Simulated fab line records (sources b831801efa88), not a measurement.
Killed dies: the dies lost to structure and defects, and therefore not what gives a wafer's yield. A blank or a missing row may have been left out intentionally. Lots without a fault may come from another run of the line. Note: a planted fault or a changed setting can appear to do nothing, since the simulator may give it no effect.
fab line records    flow sfq-line
[record] lots = 6  wafers = 18  last-day = 92
route steps=325 shown I3@133
lots that met no fault: taken from a fault-free run of the same line
start-h: start of the lot's first displayed wafer, in hours after the record's first day    wait-h: time in hours since the lot's previous step    " repeats the value in the row above    L1.1+2: a row that stands for several wafers    - no value, or no start was given    * or withheld: withheld    < > ~ a bound
route shown NAME@n: names a module that has steps shown in the file, with the first one's number in the route    usual: mean/standard deviation taken from wafers without a fault    same: alike in all rows    chamber/n: place in a boat    sites: each site's reading    _std_site: the standard deviation of these    _edge_site: mean of outer sites minus mean of inner sites    radius-mm: for every site, how far away it sits from the centre of the wafer    mask NAME#n: copy n    behind: the most recent tool/chamber to have shaped the wafer    hold: why the lot was held/for how many hours/how that ended    device: which transistor (n, p or np) failed to switch    end of line: tests run on the same wafers once the route is complete    where a step has no rows: the recipe by itself    killed: not the wafer's yield, but the dies lost to structure and defects at the first sort    map: per-die view of a wafer (x killed, . not killed, _ where there is no die)
set.NAME: the setting the step ran with; set.NAME@STEP: the setting that earlier step ran with    model.NAME: the simulator's own value behind a step, which no gauge read
lots at selected steps of the route; one table per step, one row per wafer
services: when a tool's chamber went out of use (start-h, in hours from the record's first day, below 0 if earlier), for how many hours, and the reason
[[steps]]
[step SFQ_TRILAYER_I3_DEP_PECVD_081]
[recipe] material = SiO2  temp-c = 150  time-s = 111.11  pressure-torr = 2.4  rf-w = 183.3  precursor = SiH4/N2O  target-thk-nm = 500
[usual] heater-power-w = 85/18  showerhead-vpp-V = 847/40  throttle-valve-pct = 24.0/1
lot.wafer  tool      chamber  start-h  wait-h  heater-power-w  showerhead-vpp-V  throttle-valve-pct
L569.1     pecvd-01  0        872.96   0.0     81              878               23.5
L569.3     "         2        "        "       80              835               24.5
L569.4     "         1        "        "       111             836               24.1
L573.1     pecvd-04  1        905.20   0.0     62              907               25.4
L573.2     "         2        "        "       85              875               22.9
L573.3     "         0        "        "       63              815               24.2
L580.2     pecvd-04  0        955.85   0.0     72              805               24.3
L580.4     "         1        "        "       62              899               25.4
L580.5     "         0        "        "       71              810               24.3
L581.1     pecvd-02  0        977.45   0.0     91              860               21.0
L581.2     "         2        "        "       78              776               22.7
L581.6     "         0        "        "       100             857               21.1
L588.2     pecvd-04  2        1060.74  0.0     87              873               23.6
L588.4     "         2        "        "       91              867               23.5
L588.6     "         1        "        "       65              917               25.6
L591.1     pecvd-04  0        1096.46  0.0     75              807               25.0
L591.4     "         1        "        "       64              895               25.6
L591.6     "         2        "        "       90              876               23.7
[step SFQ_TRILAYER_I3_CMP_CMP_082]
[recipe] material = SiO2  down-force-psi = 3  platen-rpm = 60  pad-velocity-m-s = 0.94248
[usual] motor-current-A = 10.1/1.1  time-to-endpoint-s = 215/7.3
lot.wafer  tool    chamber  start-h  wait-h  motor-current-A  time-to-endpoint-s
L569.3     cmp-02  1        873.03   0.0     9.9              212
L569.4     "       3        874.03   1.0     11.6             222
L569.1     "       0        "        "       10.9             220
L573.2     cmp-02  2        905.78   0.5     7.9              210
L573.1     "       3        "        "       11.6             210
L573.3     "       0        "        "       10.6             220
L580.2     cmp-02  0        956.43   0.5     10.1             221
L580.4     "       1        "        "       10.3             226
L580.5     "       0        958.43   2.5     10.5             223
L581.1     cmp-01  2        978.03   0.5     10.2             202
L581.2     "       0        979.03   1.5     9.6              210
L581.6     "       2        980.03   2.5     11.0             211
L588.4     cmp-01  1        1068.10  7.3     11.4             212
L588.2     "       3        1069.10  8.3     10.2             198
L588.6     "       2        1070.60  9.8     10.0             205
L591.1     cmp-02  0        1102.22  5.7     10.3             208
L591.4     "       3        1103.72  7.2     11.1             212
L591.6     "       1        1104.72  8.2     10.0             205
[step SFQ_I3_BOW_MEAS_922]
[recipe] mode = bow
[usual] I3_BOW = 3/8.5
lot.wafer  tool           chamber  start-h  wait-h  I3_BOW[um]
L569.1     film-metro-02  -        876.03   1.0     1
L569.3     "              -        "        "       0
L569.4     "              -        "        "       -4
L573.1     film-metro-02  -        908.28   1.5     18
L573.2     "              -        "        "       30
L573.3     "              -        "        "       19
L580.2     film-metro-01  -        958.95   2.0     6
L580.4     "              -        "        "       -10
L580.5     "              -        "        "       -2
L581.1     film-metro-01  -        980.53   2.0     -1
L581.2     "              -        "        "       7
L581.6     "              -        "        "       3
L588.2     film-metro-01  -        1071.12  1.5     1
L588.4     "              -        "        "       11
L588.6     "              -        "        "       14
L591.1     film-metro-04  -        1105.22  2.5     -8
L591.4     "              -        "        "       -19
L591.6     "              -        "        "       -16
[step SFQ_TRILAYER_I3_METRO_MEASURE_083]
[usual] thk-nm = 200.2/1.1
lot.wafer  tool           chamber  start-h  wait-h  thk-nm
L569.1     film-metro-02  -        876.15   0.1     201.7
L569.3     "              -        "        "       200.8
L569.4     "              -        "        "       199.9
L573.1     film-metro-02  -        908.40   0.1     201.2
L573.2     "              -        "        "       201.9
L573.3     "              -        "        "       203.1
L580.2     film-metro-01  -        959.25   0.3     202.0
L580.4     "              -        "        "       201.1
L580.5     "              -        "        "       202.6
L581.1     film-metro-01  -        980.65   0.1     200.0
L581.2     "              -        "        "       200.8
L581.6     "              -        "        "       199.5
L588.2     film-metro-01  -        1071.42  0.3     199.7
L588.4     "              -        "        "       199.1
L588.6     "              -        "        "       198.6
L591.1     film-metro-04  -        1105.34  0.1     199.8
L591.4     "              -        "        "       198.3
L591.6     "              -        "        "       200.3
[step SFQ_TRILAYER_I3_VIA_LITHO_COAT_090]
[recipe] resist = BARC  spin-rpm = 3000  resist-thk-nm = 62
[step SFQ_TRILAYER_I3_VIA_LITHO_COAT_085]
[recipe] resist = KrF  spin-rpm = 3000  resist-thk-nm = 650
[step SFQ_TRILAYER_I3_VIA_LITHO_SOFTBAKE_089]
[recipe] temp-c = withheld  time-s = withheld  resist = KrF
[step SFQ_TRILAYER_I3_VIA_LITHO_EXPOSE_086]
[recipe] mask-id = I3  na = 0.6  source-shape = conventional  sigma-outer = 0.65  target-cd-nm = 500  dose-mj = 21.3
[step SFQ_TRILAYER_I3_VIA_LITHO_PEB_088]
[recipe] peb-temp-c = 115  peb-time-s = 60  resist = KrF
[step SFQ_TRILAYER_I3_VIA_LITHO_DEVELOP_087]
[recipe] time-s = 60  resist = KrF
[step SFQ_I3_OVL_MEAS_923]
[usual] I3_OVL = 0/6.2
lot.wafer  tool        chamber  start-h  wait-h  I3_OVL[nm]
L569.1     overlay-01  -        1030.82  0.1     1
L569.3     "           -        "        "       6
L569.4     "           -        "        "       -2
L573.1     overlay-02  -        1068.15  0.1     -1
L573.2     "           -        "        "       4
L573.3     "           -        "        "       3
L580.2     overlay-02  -        1119.47  0.1     0
L580.4     "           -        "        "       -5
L580.5     "           -        "        "       13
L581.1     overlay-02  -        1131.47  0.1     -3
L581.2     "           -        "        "       3
L581.6     "           -        "        "       6
L588.2     overlay-02  -        1202.68  0.1     10
L588.4     "           -        "        "       18
L588.6     "           -        "        "       7
L591.1     overlay-01  -        1235.07  0.1     2
L591.4     "           -        "        "       -2
L591.6     "           -        "        "       -10
[step SFQ_TRILAYER_I3_VIA_BARC_OPEN_VIA_ETCH_121]
[recipe] mask-material = PR  chemistry = O2  target-depth-nm = 125  target = BARC  source-w = 500  bias-w = 80  pressure-mtorr = 30  time-s = 41.7
[usual] bias-w = 80.01/0.26  drypump-motor-current-A = 5.7/0.34  oes-product-au = 0.685/0.0044
lot.wafer  tool         chamber  start-h  wait-h  bias-w  drypump-motor-current-A  oes-product-au  rf-hours-counter-h
L569.1     rie-diel-03  3        1030.86  0.0     79.61   5.6                      0.689           6
L569.3     "            1        "        "       80.23   6.5                      0.689           10
L569.4     "            2        "        "       80.20   5.9                      0.682           15
L573.1     rie-diel-02  2        1068.18  0.0     80.24   6.0                      0.690           3
L573.2     "            1        "        "       79.69   5.6                      0.688           2
L573.3     "            0        "        "       80.06   5.6                      0.688           17
L580.2     rie-diel-02  1        1119.50  0.0     79.95   5.6                      0.689           3
L580.4     "            1        "        "       79.97   5.6                      0.680           -
L580.5     "            3        "        "       80.08   5.6                      0.687           -
L581.1     rie-diel-02  2        1131.50  0.0     79.61   6.1                      0.684           4
L581.2     "            0        "        "       79.96   5.6                      0.686           18
L581.6     "            3        "        "       79.90   5.6                      0.689           -
L588.2     rie-diel-04  2        1202.71  0.0     79.66   5.6                      0.683           12
L588.4     "            1        "        "       79.71   5.3                      0.690           10
L588.6     "            0        "        "       79.98   5.9                      0.685           -
L591.1     rie-diel-03  0        1235.11  0.0     79.96   5.3                      0.684           14
L591.4     "            2        "        "       79.56   5.9                      0.693           18
L591.6     "            3        "        "       80.31   5.6                      0.690           -
[step SFQ_TRILAYER_I3_VIA_ETCH_VIA_ETCH_088]
[recipe] target = SiO2  stop-on = Nb  mask-material = PR  taper-deg = 20  chemistry = CHF3  target-depth-nm = 260  source-w = 500  bias-w = 80  pressure-mtorr = 30  time-s = withheld
[usual] bias-w = 79.99/0.23  drypump-motor-current-A = 5.7/0.34  oes-product-au = 0.856/0.0059
lot.wafer  tool         chamber  start-h  wait-h  bias-w  drypump-motor-current-A  oes-product-au
L569.1     rie-diel-03  3        1030.90  0.0     80.19   5.6                      0.859
L569.3     "            1        "        "       79.79   6.5                      0.861
L569.4     "            2        "        "       80.02   5.9                      0.855
L573.1     rie-diel-02  2        1068.22  0.0     80.07   6.1                      0.859
L573.2     "            1        "        "       79.81   5.6                      0.854
L573.3     "            0        "        "       80.16   5.6                      0.862
L580.2     rie-diel-02  1        1119.54  0.0     77.48   5.6                      0.864
L580.4     "            1        "        "       77.90   5.6                      0.858
L580.5     "            3        "        "       77.64   5.6                      0.853
L581.1     rie-diel-02  2        1131.54  0.0     77.46   6.1                      0.857
L581.2     "            0        "        "       77.83   5.6                      0.849
L581.6     "            3        "        "       77.95   5.6                      0.853
L588.2     rie-diel-04  2        1202.75  0.0     80.12   5.5                      0.861
L588.4     "            1        "        "       80.24   5.3                      0.858
L588.6     "            0        "        "       79.83   5.9                      0.855
L591.1     rie-diel-03  0        1235.15  0.0     79.70   5.3                      0.853
L591.4     "            2        "        "       79.83   5.9                      0.844
L591.6     "            3        "        "       80.00   5.6                      0.861
[step SFQ_TRILAYER_I3_VIA_STRIP_STRIP_089]
[recipe] gas = O2  power-w = 200  platen-temp-c = 40  overash-fraction = 0.65  chemistry = O2  pressure-mtorr = 50
[usual] drypump-motor-current-A = 5.72/0.3  oes-product-au = 1.000/0.0082
lot.wafer  tool          chamber  start-h  wait-h  drypump-motor-current-A  oes-product-au  rf-hours-counter-h
L569.1     rie-metal-01  0        1031.01  -       5.54                     0.995           5
L569.3     "             1        "        "       5.44                     1.007           -
L569.4     "             0        "        "       5.53                     1.005           -
L573.1     rie-metal-02  0        1068.34  -       5.48                     0.992           63
L573.2     "             1        "        "       6.31                     1.005           122
L573.3     "             1        "        "       6.31                     0.999           -
L580.2     rie-metal-01  1        1119.66  -       5.45                     1.000           126
L580.4     "             0        "        "       5.52                     1.010           -
L580.5     "             0        "        "       5.52                     1.013           -
L581.1     rie-metal-02  0        1131.66  -       5.49                     1.012           73
L581.2     "             1        "        "       6.31                     1.008           133
L581.6     "             0        "        "       5.49                     1.004           -
L588.2     rie-metal-03  0        1202.86  -       5.92                     0.995           14
L588.4     "             1        "        "       5.74                     0.997           -
L588.6     "             1        "        "       5.75                     0.998           -
L591.1     rie-metal-03  0        1235.26  -       5.89                     0.989           18
L591.4     "             0        "        "       5.87                     0.992           -
L591.6     "             1        "        "       5.76                     1.001           -
[[services]]
tool         chamber  start-h  hours  kind
cmp-02       -        861.13   1.5    repair
pecvd-04     2        885.31   5.4    repair
cmp-02       -        887.97   0.3    repair
rie-diel-02  -        894.74   0.3    repair
rie-diel-03  3        900.75   1.5    repair
cmp-02       -        919.08   4.0    pm
rie-diel-03  3        966.95   4.4    repair
rie-diel-03  1        982.83   4.6    repair
rie-diel-02  2        1016.32  2.4    repair
rie-diel-03  2        1018.31  3.8    repair
cmp-02       -        1021.70  5.3    pm
cmp-02       -        1029.37  0.6    repair
rie-diel-02  3        1045.49  34.7   repair
rie-diel-03  0        1048.70  6.8    repair
rie-diel-02  2        1072.22  6.4    repair
pecvd-04     -        1102.55  2.8    pm
rie-diel-03  1        1106.00  12.7   repair
cmp-02       -        1117.07  2.5    repair
cmp-02       -        1118.40  0.5    repair
rie-diel-02  0        1118.78  8.1    repair
pecvd-04     -        1131.71  1.2    repair
rie-diel-03  0        1134.63  2.5    repair
rie-diel-02  0        1148.75  2.4    repair
rie-diel-02  3        1167.78  4.5    repair
[[key]]
[first-sign] step = SFQ_TRILAYER_I3_VIA_ETCH_VIA_ETCH_088  reading = bias-w  direction = down  sigmas = 10  usual = 79.99  struck = 77.71
effect none on later readings
met-at SFQ_TRILAYER_I3_VIA_ETCH_VIA_ETCH_088
struck-wafers L580.2,L580.4,L580.5,L581.1,L581.2,L581.6
onset-between 1068.22 1119.54
[fault] kind = process-parameter-drift  tool = rie-diel-02  chamber = -  onset-h = 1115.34  steps = SFQ_TRILAYER_I3_VIA_ETCH_VIA_ETCH_088  channel = bias-w  offset = -2.3859  shape = step  end-h = 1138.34  acts-in = these-recipes-only  stated = 80
